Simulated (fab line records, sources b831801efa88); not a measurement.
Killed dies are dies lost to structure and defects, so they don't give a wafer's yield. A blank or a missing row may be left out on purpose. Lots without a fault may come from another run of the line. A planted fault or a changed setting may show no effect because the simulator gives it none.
Which tool did it? | flow sky130 | 13 lots, 39 wafers sampled, at 5 steps of a route of 708

WHAT THE GAUGES READ, wafer by wafer
The record holds no reading of a measuring or inspecting step that can be judged against a usual standard deviation.

WHICH TOOL RAN EACH LOT (tool, then ch and the chambers of the sampled wafers, then the start)
lot  | SKY_SONOS_ONO_OXIDATION_00    | SKY_METAL4_SPUTTER_04        | SKY_VIA4_ETCH_12                   | SKY_PAD_OPEN_STRIP_08                | SKY_PAD_OPEN_PROBE_99
L281 | furnace-02 ch 0, day 11 07:47 | pvd_sputter-04, day 39 11:50 | rie_diel-02 ch 0,1, day 42 14:13   | plasma_asher-02 ch 0,1, day 45 12:23 | prober-01, day 45 14:38
L282 | furnace-02 ch 0, day 11 16:58 | pvd_sputter-02, day 40 00:18 | rie_diel-03 ch 2,3, day 43 02:45   | plasma_asher-03 ch 0,1, day 45 23:22 | prober-02, day 46 01:39
L284 | furnace-01 ch 0, day 12 08:14 | pvd_sputter-02, day 40 13:05 | rie_diel-03 ch 0,2,3, day 43 14:15 | plasma_asher-01 ch 0,1, day 46 09:56 | prober-01, day 46 12:09
L285 | furnace-01 ch 0, day 12 17:59 | pvd_sputter-02, day 41 03:14 | rie_diel-02 ch 0,1,2, day 44 04:40 | plasma_asher-03 ch 0,1, day 46 22:59 | prober-02, day 47 01:17
L286 | furnace-01 ch 0, day 13 02:17 | pvd_sputter-04, day 41 07:14 | rie_diel-02 ch 1,2,3, day 44 08:15 | plasma_asher-03 ch 0,1, day 47 02:02 | prober-01, day 47 04:19
L289 | furnace-01 ch 0, day 13 22:32 | pvd_sputter-03, day 41 23:02 | rie_diel-02 ch 0,2, day 44 23:00   | plasma_asher-01 ch 1, day 47 17:23   | prober-02, day 47 19:38
L290 | furnace-01 ch 0, day 14 06:02 | pvd_sputter-04, day 42 13:02 | rie_diel-02 ch 2,3, day 45 10:12   | plasma_asher-03 ch 0,1, day 48 01:23 | prober-01, day 48 04:01
L295 | furnace-02 ch 0, day 16 01:38 | pvd_sputter-02, day 43 20:23 | rie_diel-03 ch 0,1,3, day 46 16:03 | plasma_asher-01 ch 0,1, day 49 04:44 | prober-02, day 49 06:57
L297 | furnace-01 ch 0, day 16 14:56 | pvd_sputter-04, day 44 07:23 | rie_diel-04 ch 0,2,3, day 47 00:48 | plasma_asher-02 ch 0,1, day 49 11:34 | prober-02, day 49 13:53
L301 | furnace-01 ch 0, day 17 20:47 | pvd_sputter-03, day 45 05:35 | rie_diel-04 ch 1,3, day 47 20:55   | plasma_asher-01 ch 0,1, day 50 05:11 | prober-02, day 50 07:23
L302 | furnace-02 ch 0, day 18 07:38 | pvd_sputter-04, day 45 11:37 | rie_diel-04 ch 1,2,3, day 48 02:03 | plasma_asher-02 ch 0,1, day 50 08:38 | prober-01, day 50 10:54
L303 | furnace-01 ch 0, day 18 16:16 | pvd_sputter-02, day 45 18:37 | rie_diel-02 ch 0,3, day 48 09:04   | plasma_asher-03 ch 0,1, day 50 14:58 | prober-02, day 50 17:17
L304 | furnace-02 ch 0, day 19 01:53 | pvd_sputter-02, day 46 01:19 | rie_diel-03 ch 1,3, day 48 14:42   | plasma_asher-03 ch 0,1, day 50 19:29 | prober-01, day 50 21:44
- SKY_SONOS_ONO_OXIDATION_00: stabilise 600 s, purge 300 s, target thk 2.6 nm.
- SKY_METAL4_SPUTTER_04: material TiN, target thk 70 nm, time 58.3 s.
- SKY_VIA4_ETCH_12: etches SiO2 in C4F8/O2/Ar, stops on TiN, target depth 580 nm.
- SKY_PAD_OPEN_STRIP_08: strips in O2/N2.
- SKY_PAD_OPEN_PROBE_99

WHAT THE TOOLS THEMSELVES READ (means of the sampled wafers that have a number; where no wafer has one, the mark that the record gives instead)
SKY_METAL4_SPUTTER_04. Usual: throttle_valve_pct 30.2 %, standard deviation 1.1.
lot  | tool           | throttle_valve_pct (%) | flag
L281 | pvd_sputter-04 | 31.1                   |
L282 | pvd_sputter-02 | 31.2                   |
L284 | pvd_sputter-02 | 30.2                   |
L285 | pvd_sputter-02 | 30.3                   |
L286 | pvd_sputter-04 | 30.7                   |
L289 | pvd_sputter-03 | 29.4                   |
L290 | pvd_sputter-04 | 31.7                   |
L295 | pvd_sputter-02 | 30.3                   |
L297 | pvd_sputter-04 | 30.6                   |
L301 | pvd_sputter-03 | 29.2                   |
L302 | pvd_sputter-04 | 30.9                   |
L303 | pvd_sputter-02 | 30.4                   |
L304 | pvd_sputter-02 | 30.4                   |

SKY_VIA4_ETCH_12. Usual: oes_product_au 0.925 a.u., standard deviation 0.0042.
lot  | tool        | oes_product_au (a.u.) | flag
L281 | rie_diel-02 | 0.925                 |
L282 | rie_diel-03 | 0.924                 |
L284 | rie_diel-03 | 0.925                 |
L285 | rie_diel-02 | 0.925                 |
L286 | rie_diel-02 | 0.928                 |
L289 | rie_diel-02 | 0.920                 |
L290 | rie_diel-02 | 0.923                 |
L295 | rie_diel-03 | 0.931                 |
L297 | rie_diel-04 | 0.922                 |
L301 | rie_diel-04 | 0.922                 |
L302 | rie_diel-04 | 0.921                 |
L303 | rie_diel-02 | 0.927                 |
L304 | rie_diel-03 | 0.924                 |

SKY_PAD_OPEN_STRIP_08. Usual: drypump_motor_current_A 5.84 A, standard deviation 0.16; o2_flow_sccm 3000 sccm, standard deviation 8.2; oes_product_au 0.663 a.u., standard deviation 0.0047; strip_time_to_endpoint_s 37.09 s, standard deviation 0.092.
lot  | tool            | drypump_motor_current_A (A) | o2_flow_sccm (sccm) | oes_product_au (a.u.) | strip_time_to_endpoint_s (s) | flag
L281 | plasma_asher-02 | 5.84                        | 2999                | 0.664                 | 37.07                        |
L282 | plasma_asher-03 | 5.77                        | 2998                | 0.668                 | 37.19                        |
L284 | plasma_asher-01 | 5.92                        | 3005                | 0.670                 | 37.11                        |
L285 | plasma_asher-03 | 5.88                        | 3001                | 0.662                 | 37.16                        |
L286 | plasma_asher-03 | 5.76                        | 2997                | 0.663                 | 37.10                        |
L289 | plasma_asher-01 | 5.92                        | 2995                | 0.663                 | 36.97                        |
L290 | plasma_asher-03 | 5.87                        | 3003                | 0.664                 | 37.18                        |
L295 | plasma_asher-01 | 5.92                        | 3003                | 0.666                 | 37.03                        |
L297 | plasma_asher-02 | 5.84                        | 2991                | 0.662                 | 36.97                        |
L301 | plasma_asher-01 | 5.94                        | 3001                | 0.663                 | 37.16                        |
L302 | plasma_asher-02 | 5.84                        | 2996                | 0.658                 | 36.96                        |
L303 | plasma_asher-03 | 5.86                        | 3004                | 0.668                 | 37.11                        |
L304 | plasma_asher-03 | 5.89                        | 3017                | 0.662                 | 37.10                        |

SKY_PAD_OPEN_PROBE_99. Usual: killed_at_M0_to_M3 43, standard deviation 6.4; killed_at_M4_up 2.8, standard deviation 1.7; killed_at_contacts 24, standard deviation 5.5; killed_at_front_end 15, standard deviation 4; killed_at_other 0.3, standard deviation 0.54; killed_dies 86, standard deviation 9.1; killed_on_rim 17, standard deviation 3.9; killed_open 47, standard deviation 6.6; killed_short 39, standard deviation 6.2.
lot  | tool      | killed_at_M0_to_M3 | killed_at_M4_up | killed_at_contacts | killed_at_front_end | killed_at_other | killed_dies | killed_on_rim | killed_open | killed_short | flag
L281 | prober-01 | 37                 | 1.0             | 30                 | 17                  | 0.3             | 85          | 18            | 45          | 40           |
L282 | prober-02 | 36                 | 2.0             | 27                 | 22                  | 0.3             | 87          | 18            | 47          | 40           |
L284 | prober-01 | 40                 | 3.3             | 27                 | 17                  | 0.0             | 87          | 15            | 45          | 42           |
L285 | prober-02 | 40                 | 4.7             | 22                 | 13                  | 0.7             | 79          | 15            | 41          | 38           |
L286 | prober-01 | 39                 | 4.3             | 20                 | 110                 | 0.7             | 173         | 36            | 40          | 33           | OFF
L289 | prober-02 | 41                 | 2.3             | 15                 | 112                 | 0.0             | 170         | 32            | 40          | 33           | OFF
L290 | prober-01 | 39                 | 1.3             | 24                 | 110                 | 0.3             | 175         | 35            | 45          | 36           | OFF
L295 | prober-02 | 42                 | 3.0             | 26                 | 16                  | 0.3             | 86          | 17            | 49          | 38           |
L297 | prober-02 | 55                 | 5.0             | 32                 | 12                  | 0.0             | 104         | 19            | 57          | 47           |
L301 | prober-02 | 43                 | 2.7             | 23                 | 17                  | 0.3             | 86          | 19            | 45          | 41           |
L302 | prober-01 | 44                 | 3.3             | 17                 | 14                  | 0.0             | 79          | 13            | 47          | 32           |
L303 | prober-02 | 44                 | 3.0             | 23                 | 15                  | 0.0             | 85          | 16            | 48          | 38           |
L304 | prober-01 | 46                 | 3.0             | 20                 | 17                  | 0.3             | 86          | 16            | 44          | 42           |

THE ANSWER, worked out from the rows above alone
Rule: a lot is off if the mean of its wafers that have a number lies more than 3 standard deviations from the usual mean. A lot without any number at a reading at which 4 lots or more have one is off too. The other lots that the step has rows for count as sound. The gauges are gone through in route order, then the tools' own readings, and for those a lot's mean is taken as printed above. The first step at which some lot is off is used, and at that step the reading that is off furthest; a lot without a number counts as furthest.
Off: L286, L289, L290, at SKY_PAD_OPEN_PROBE_99 (killed_at_front_end).
A tool fits if, at that step or a process step before it, it ran every lot that is off, and no sound lot after the first of them. None of those tried fits.

WHAT THE SIMULATOR HAD PUT IN
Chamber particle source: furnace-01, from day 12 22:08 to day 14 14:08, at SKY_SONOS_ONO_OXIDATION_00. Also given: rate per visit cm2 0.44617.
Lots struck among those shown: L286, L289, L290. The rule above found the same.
